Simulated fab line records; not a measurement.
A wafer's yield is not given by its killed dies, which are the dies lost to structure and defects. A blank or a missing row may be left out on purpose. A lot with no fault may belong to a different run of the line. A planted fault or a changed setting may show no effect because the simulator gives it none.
fab line records	flow gf180mcu
[record] lots = 11	wafers = 33	lastDay = 34
route steps=602 shown M5@536 V5@564 TOP_METAL@584 PASSIVATION@589
lots untouched by any fault: they come from a run of this same line in which no faults occurred
startH: the number of hours between the record's first day and the start of the first shown wafer of the lot	waitH: time in hours since the lot's previous step	" the same as in the row above	L1.1+2: one row covering several wafers at once	- value missing, or start not given	* or withheld: withheld	< > ~ a bound
route shown NAME@n: names a module that has steps shown in the file, with the first one's number in the route	usual: average and standard deviation across the fault-free wafers	same: alike in all rows	chamber/n: place in a boat	sites: readings site by site	_std_site: their standard deviation	_edge_site: mean of outer sites minus mean of inner sites	radiusMm: for every site, how far away it sits from the centre of the wafer	mask NAME#n: copy n	behind: tool/chamber where the wafer was last shaped	hold: cause of the lot's hold/its duration in hours/its outcome	device: the transistor (n, p or np) that didn't switch	end of line: tests run on the same wafers once the route is complete	a step with no rows: only its recipe	killed: dies lost to structure and defects at the first sort, not the wafer's yield	map: a wafer's dies, marking killed ones x, the rest . and places with no die _
set.NAME: the run value of the setting; set.NAME@STEP: its run value at that earlier step	model.NAME: the simulator's own value behind a step, which no gauge read
route steps across a sampled set of lots; one table per step, one row per wafer
services: from which hour (startH, from the record's first day; less than 0 if before it) a tool's chamber was out of use, for how many hours, and why
[[steps]]
[step GF_M5_METAL_ETCH_10]
[recipe] chemistry = Cl2/BCl3	maskMaterial = KrF	targetDepthNm = 627.5	stopOn = SiO2	pressureMtorr = 8	icpW = 800	biasW = 140	Cl2_flow_sccm = 80	bcl3FlowSccm = 40	timeS = 104.6
[usual] drypumpMotorCurrentA = 5.9/0.45	oesProductAu = 0.971/0.0072	throttleValvePct = 28.251/0.011
lot.wafer	tool	chamber	startH	waitH	drypumpMotorCurrentA	oesProductAu	rfHoursCounterH	throttleValvePct
L843.1	rieMetal-02	0	645.95	0.0	6.2	0.970	0	28.274
L843.4	"	0	"	"	6.2	0.969	-	28.247
L843.5	"	0	"	"	6.2	0.961	-	28.238
L847.1	rieMetal-02	1	670.86	0.0	5.8	0.977	13	28.257
L847.2	"	0	"	"	6.2	0.972	1	28.240
L847.6	"	1	"	"	5.8	0.979	-	28.251
L846.2	rieMetal-03	0	672.50	0.0	5.8	0.972	5	28.250
L846.3	"	0	"	"	5.8	0.971	-	28.237
L846.4	"	1	"	"	5.1	0.957	-	28.257
L848.1	rieMetal-01	0	677.40	0.0	6.2	0.968	2	28.248
L848.3	"	1	"	"	6.6	0.967	-	28.255
L848.4	"	0	"	"	6.2	0.967	-	28.250
L855.1	rieMetal-02	1	725.61	0.0	5.8	0.971	1	28.265
L855.3	"	1	"	"	5.8	0.978	-	28.246
L855.6	"	0	"	"	6.2	0.966	-	28.271
L856.3	rieMetal-03	1	731.53	0.0	5.1	0.983	-	28.235
L856.4	"	0	"	"	5.8	0.972	-	28.249
L856.5	"	0	"	"	5.8	0.976	-	28.256
L857.3	rieMetal-01	0	745.99	0.0	6.2	0.961	-	28.266
L857.4	"	1	"	"	6.5	0.973	-	28.242
L857.6	"	1	"	"	6.5	0.976	-	28.244
L859.2	rieMetal-02	0	750.66	0.0	6.2	0.968	5	28.255
L859.5	"	0	"	"	6.2	0.978	-	28.256
L859.6	"	1	"	"	5.8	0.979	-	28.250
L860.1	rieMetal-01	1	755.11	0.0	6.6	0.978	11	28.221
L860.4	"	1	"	"	6.6	0.981	-	28.216
L860.5	"	1	"	"	6.6	0.979	-	28.240
L862.1	rieMetal-01	0	766.71	0.0	6.2	0.979	4	28.241
L862.3	"	0	"	"	6.2	0.968	-	28.248
L862.6	"	1	"	"	6.6	0.982	-	28.228
L863.1	rieMetal-02	1	767.41	0.0	5.8	0.957	3	28.262
L863.2	"	0	"	"	6.2	0.966	6	28.250
L863.3	"	0	"	"	6.2	0.965	-	28.252
[step GF_V5_RS_MEAS_24]
[recipe] thkMeasGauge = four-point-probe	reads = W_of_V5_CVD_23+TiN_of_V5_SPUTTER_22+Ti_of_V5_SPUTTER_21
[usual] V5_W_RS = 0.330/0.0049
lot.wafer	tool	chamber	startH	waitH	V5_W_RS[ohm/sq]
L843.1	filmMetro-03	-	668.29	0.1	0.336
L843.4	"	-	"	"	0.321
L843.5	"	-	"	"	0.333
L847.1	filmMetro-03	-	692.84	0.1	0.337
L847.2	"	-	"	"	0.337
L847.6	"	-	"	"	0.340
L846.2	filmMetro-01	-	694.04	0.1	0.329
L846.3	"	-	"	"	0.340
L846.4	"	-	"	"	0.330
L848.1	filmMetro-03	-	699.54	0.1	0.333
L848.3	"	-	"	"	0.331
L848.4	"	-	"	"	0.335
L855.1	filmMetro-02	-	745.63	0.1	0.321
L855.3	"	-	"	"	0.327
L855.6	"	-	"	"	0.322
L856.3	filmMetro-02	-	751.22	0.1	0.330
L856.4	"	-	"	"	0.335
L856.5	"	-	"	"	0.329
L857.3	filmMetro-02	-	765.68	0.1	0.322
L857.4	"	-	"	"	0.324
L857.6	"	-	"	"	0.327
L859.2	filmMetro-03	-	770.44	0.1	0.326
L859.5	"	-	"	"	0.330
L859.6	"	-	"	"	0.329
L860.1	filmMetro-02	-	774.15	0.1	0.330
L860.4	"	-	"	"	0.334
L860.5	"	-	"	"	0.322
L862.1	filmMetro-02	-	785.29	0.1	0.332
L862.3	"	-	"	"	0.333
L862.6	"	-	"	"	0.332
L863.1	filmMetro-01	-	786.04	0.1	0.329
L863.2	"	-	"	"	0.330
L863.3	"	-	"	"	0.327
[step GF_TOP_METAL_STRIP_17]
[recipe] chemistry = O2/N2	powerW = 1400	pressureMtorr = 1500	platenTempC = 250	o2FlowSccm = 3000	n2FlowSccm = 300	overashFraction = 0.5
[usual] drypumpMotorCurrentA = 5.8/0.31	heaterPowerW = 319/26	oesProductAu = 0.710/0.0046	stripTimeToEndpointS = 13.43/0.084
lot.wafer	tool	chamber	startH	waitH	drypumpMotorCurrentA	heaterPowerW	oesProductAu	rfHoursCounterH	stripTimeToEndpointS
L843.1	plasmaAsher-04	1	688.59	0.3	5.9	342	0.715	105	13.46
L843.4	"	0	"	"	5.8	320	0.708	-	13.46
L843.5	"	1	"	"	5.9	336	0.713	-	13.47
L847.1	plasmaAsher-04	0	712.27	0.2	5.8	318	0.709	108	13.37
L847.2	"	1	"	"	5.9	335	0.710	108	13.28
L847.6	"	0	"	"	5.8	324	0.708	-	13.34
L846.2	plasmaAsher-01	0	713.77	0.1	5.9	272	0.710	95	13.49
L846.3	"	1	"	"	5.4	307	0.714	-	13.54
L846.4	"	0	"	"	5.9	274	0.702	-	13.37
L848.1	plasmaAsher-01	1	718.70	0.1	5.4	301	0.712	96	13.47
L848.3	"	1	"	"	5.4	300	0.710	-	13.44
L848.4	"	0	"	"	5.9	270	0.701	-	13.33
L855.1	plasmaAsher-01	0	763.21	0.1	5.9	270	0.714	101	13.43
L855.3	"	0	"	"	5.8	274	0.705	-	13.28
L855.6	"	0	"	"	5.9	274	0.697	-	13.36
L856.3	plasmaAsher-01	0	769.58	0.1	5.8	269	0.716	-	13.33
L856.4	"	1	"	"	5.4	295	0.709	-	13.52
L856.5	"	1	"	"	5.4	308	0.706	-	13.31
L857.3	plasmaAsher-01	0	782.40	0.1	5.9	271	0.710	-	13.53
L857.4	"	1	"	"	5.4	308	0.710	-	13.31
L857.6	"	0	"	"	5.9	270	0.709	-	13.53
L859.2	plasmaAsher-04	1	786.75	0.1	5.9	331	0.717	4	13.62
L859.5	"	0	"	"	5.8	339	0.712	-	13.58
L859.6	"	1	"	"	5.9	325	0.706	-	13.42
L860.1	plasmaAsher-03	0	790.81	0.1	6.3	347	0.706	68	13.40
L860.4	"	0	"	"	6.2	356	0.712	-	13.54
L860.5	"	0	"	"	6.2	353	0.704	-	13.47
L862.1	plasmaAsher-04	1	801.91	0.1	5.9	327	0.707	6	13.45
L862.3	"	1	"	"	5.9	332	0.707	-	13.39
L862.6	"	1	"	"	5.9	328	0.715	-	13.58
L863.1	plasmaAsher-04	0	802.81	0.1	5.8	340	0.712	6	13.46
L863.2	"	1	"	"	5.9	333	0.707	6	13.58
L863.3	"	0	"	"	5.8	317	0.718	-	13.42
[step GF_PASSIVATION_CVD_02]
[recipe] material = Si3N4	targetThkNm = 700	timeS = 486.18	tempC = 400	rfW = 450
[usual] heaterPowerOuterW = 384/44	heaterPowerW = 666/66	rfFwdPowerW = 449.5/1.4
lot.wafer	tool	chamber	startH	waitH	heaterPowerOuterW	heaterPowerW	rfFwdPowerW	sinceWetCleanH
L843.1	pecvd-04	0	689.27	0.1	451	780	448.7	515
L843.4	"	2	"	"	400	707	451.8	-
L843.5	"	1	"	"	334	621	452.2	-
L847.1	pecvd-04	2	712.99	0.1	359	649	521.6	538
L847.2	"	0	"	"	376	690	522.7	538
L847.6	"	1	"	"	375	646	520.1	-
L846.2	pecvd-04	2	714.47	0.0	374	651	521.8	540
L846.3	"	1	"	"	428	746	522.5	540
L846.4	"	0	"	"	429	721	520.2	-
L848.1	pecvd-01	2	719.37	0.1	312	559	451.1	753
L848.3	"	0	"	"	442	726	452.6	753
L848.4	"	2	"	"	345	601	451.0	-
L855.1	pecvd-03	1	763.93	0.1	416	640	448.1	381
L855.3	"	2	"	"	452	802	449.6	381
L855.6	"	2	"	"	341	636	450.1	-
L856.3	pecvd-04	2	770.26	0.0	398	673	450.6	596
L856.4	"	0	"	"	441	778	449.9	-
L856.5	"	1	"	"	341	621	451.2	-
L857.3	pecvd-03	2	783.07	0.0	446	789	451.4	400
L857.4	"	0	"	"	307	571	450.7	-
L857.6	"	2	"	"	464	803	450.2	-
L859.2	pecvd-01	0	787.82	0.0	362	633	446.0	822
L859.5	"	2	"	"	351	623	448.6	-
L859.6	"	1	"	"	353	634	447.8	-
L860.1	pecvd-04	0	791.49	0.1	455	782	448.9	617
L860.4	"	0	"	"	346	621	447.6	-
L860.5	"	2	"	"	365	603	447.2	-
L862.1	pecvd-03	1	802.59	0.1	405	618	450.0	420
L862.3	"	2	"	"	443	785	447.7	420
L862.6	"	2	"	"	344	654	449.3	-
L863.1	pecvd-04	2	803.49	0.1	321	586	450.9	629
L863.2	"	0	"	"	428	749	452.0	629
L863.3	"	1	"	"	346	632	450.1	629
[step GF_PASSIVATION_THK_MEAS_03]
[recipe] reads = Si3N4_of_PASSIVATION_CVD_02
[usual] PASSIVATION_CVD_02_THK = 701/9
lot.wafer	tool	chamber	startH	waitH	PASSIVATION_CVD_02_THK[nm]
L843.1	filmMetro-02	-	689.56	0.1	706
L843.4	"	-	"	"	714
L843.5	"	-	"	"	711
L847.1	filmMetro-01	-	713.28	0.1	741
L847.2	"	-	"	"	734
L847.6	"	-	"	"	740
L846.2	filmMetro-04	-	714.77	0.2	726
L846.3	"	-	"	"	714
L846.4	"	-	"	"	733
L848.1	filmMetro-01	-	719.66	0.1	691
L848.3	"	-	"	"	706
L848.4	"	-	"	"	700
L855.1	filmMetro-04	-	764.21	0.1	683
L855.3	"	-	"	"	691
L855.6	"	-	"	"	707
L856.3	filmMetro-02	-	770.57	0.2	700
L856.4	"	-	"	"	699
L856.5	"	-	"	"	693
L857.3	filmMetro-04	-	783.37	0.2	705
L857.4	"	-	"	"	710
L857.6	"	-	"	"	706
L859.2	filmMetro-04	-	788.12	0.2	698
L859.5	"	-	"	"	704
L859.6	"	-	"	"	703
L860.1	filmMetro-01	-	791.77	0.1	690
L860.4	"	-	"	"	702
L860.5	"	-	"	"	715
L862.1	filmMetro-01	-	802.87	0.1	684
L862.3	"	-	"	"	702
L862.6	"	-	"	"	717
L863.1	filmMetro-01	-	803.77	0.1	695
L863.2	"	-	"	"	687
L863.3	"	-	"	"	678
[[services]]
tool	chamber	startH	hours	kind
rieMetal-03	-	623.62	1.4	pm
rieMetal-02	0	625.63	-	clean
rieMetal-02	0	625.63	16.8	scheduledDown
rieMetal-02	0	625.63	16.8	ventCycle
pecvd-03	-	652.67	2.8	pm
plasmaAsher-04	-	684.16	1.7	repair
rieMetal-01	0	685.70	19.3	repair
rieMetal-02	1	686.96	-	clean
rieMetal-02	1	686.96	11.6	scheduledDown
rieMetal-02	1	686.96	11.6	ventCycle
rieMetal-01	1	716.19	2.8	repair
plasmaAsher-04	-	731.35	0.7	repair
plasmaAsher-04	-	733.75	9.0	pm
plasmaAsher-04	0	733.75	9.0	ventCycle
plasmaAsher-04	1	733.75	9.0	ventCycle
rieMetal-01	-	742.70	1.6	repair
plasmaAsher-04	0	742.75	-	clean
plasmaAsher-04	1	742.75	-	clean
pecvd-03	-	754.34	1.9	repair
pecvd-01	-	799.38	14.0	pm
pecvd-01	0	799.38	14.0	ventCycle
pecvd-01	1	799.38	14.0	ventCycle
pecvd-01	2	799.38	14.0	ventCycle
[[key]]
[firstSign] step = GF_PASSIVATION_CVD_02	reading = rfFwdPowerW	direction = up	sigmas = 52	usual = 449.5	struck = 521.5
[effect] step = GF_PASSIVATION_THK_MEAS_03	reading = PASSIVATION_CVD_02_THK	direction = up	sigmas = 3.4	usual = 701	struck = 732
metAt GF_PASSIVATION_CVD_02
struckLots L846,L847
notActingAt GF_M5_METAL_ETCH_10,GF_V5_RS_MEAS_24,GF_TOP_METAL_STRIP_17
onsetBetween 689.27 712.99
[fault] kind = processParameterDrift	tool = pecvd-04	chamber = -	onsetH = 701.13	steps = GF_PASSIVATION_CVD_02	channel = rfW	offset = 72	shape = step	endH = 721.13	actsIn = theseRecipesOnly	stated = 450
